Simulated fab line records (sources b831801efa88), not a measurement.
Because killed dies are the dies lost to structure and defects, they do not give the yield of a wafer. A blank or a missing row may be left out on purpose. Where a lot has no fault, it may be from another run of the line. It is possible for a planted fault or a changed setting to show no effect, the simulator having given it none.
One fault seen from 2 desks / flow sky130 / what lay behind the numbers comes last; until then each desk has only its own

== DESK OF THE TOOL OWNER: rie_diel-01 ==
The tool's own readings at SKY_VIA3_ETCH_14 (etches BARC in N2/H2, stops on SiO2, time 45.9 s, target depth 60 nm): means of the sampled wafers that have a number, for each lot that ran on this tool. The brackets show how far a lot's mean lies from the usual mean; more than 4 standard deviations puts the lot out of limits, marked OUT.
Columns: A = bias_w at SKY_VIA3_ETCH_14, usual 100.0 W; B = chamber_pressure_mTorr at SKY_VIA3_ETCH_14, usual 29.998 mTorr; C = drypump_motor_current_A at SKY_VIA3_ETCH_14, usual 5.5 A; D = h2_flow_sccm at SKY_VIA3_ETCH_14, usual 199.9 sccm; E = oes_product_au at SKY_VIA3_ETCH_14, usual 0.855 a.u.; F = throttle_valve_pct at SKY_VIA3_ETCH_14, usual 13.225 %
lot=L511; first seen here=day 40 05:03; A=100.1; B=30.004; C=5.3; D=199.7; E=0.854; F=13.229
lot=L512; first seen here=day 40 15:25; A=99.8; B=30.005; C=5.2; D=200.1; E=0.858; F=13.225
lot=L520; first seen here=day 43 06:45; A=100.0; B=30.020; C=5.1; D=199.6; E=0.854; F=13.216
lot=L527; first seen here=day 45 04:59; A=94.1 (-19) OUT; B=30.007; C=5.2; D=200.1; E=0.854; F=13.224
lot=L528; first seen here=day 45 07:21; A=94.5 (-17) OUT; B=29.990; C=5.5; D=200.0; E=0.853; F=13.221
lot=L530; first seen here=day 45 23:01; A=93.9 (-19) OUT; B=30.015; C=5.2; D=200.1; E=0.854; F=13.227
Finding of this desk: L527, L528, L530 out of limits; the first was L527 at day 45 04:59, on bias_w at SKY_VIA3_ETCH_14. L511, L512, L520: within limits.

== AT THE METROLOGY DESK ==
What the gauges read, lot by lot, whatever tool the lot ran on: means of the sampled wafers that have a number. The brackets show how far a lot's mean lies from the usual mean; more than 4 standard deviations puts the lot out of limits, marked OUT.
Columns: A = cd_nm at SKY_VIA3_CD_MEAS_12, usual 200.2 nm
lot=L511; first seen here=day 40 04:53; A=200.9
lot=L512; first seen here=day 40 15:17; A=200.1
lot=L515; first seen here=day 41 07:05; A=198.2
lot=L516; first seen here=day 42 07:12; A=199.9
lot=L517; first seen here=day 42 15:50; A=201.6
lot=L519; first seen here=day 42 23:41; A=199.4
lot=L520; first seen here=day 43 06:35; A=199.4
lot=L527; first seen here=day 45 04:52; A=198.8
lot=L528; first seen here=day 45 07:13; A=201.6
lot=L530; first seen here=day 45 22:51; A=200.7
lot=L532; first seen here=day 46 04:42; A=198.5
Finding of this desk: none of the 11 lots has anything out of limits.

== TAKEN TOGETHER ==
At day 45 04:59, on L527, L528, L530, the tool owner's desk was in a position to raise an alarm.
Metrology desk: nothing out of limits seen.
The metrology desk holds a record of L527, L528, L530, inside its limits.
Every lot named ran SKY_VIA3_ETCH_14 on rie_diel-01.

== WHAT WAS PUT IN BY THE SIMULATOR ==
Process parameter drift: rie_diel-01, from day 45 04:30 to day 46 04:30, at SKY_VIA3_ETCH_14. From 100, the setting bias_w moved by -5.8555. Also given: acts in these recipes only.
Lots struck among those shown: L527, L528, L530.
Each desk's first reading out of limits, in hours after the fault started: the tool owner's desk, 0.
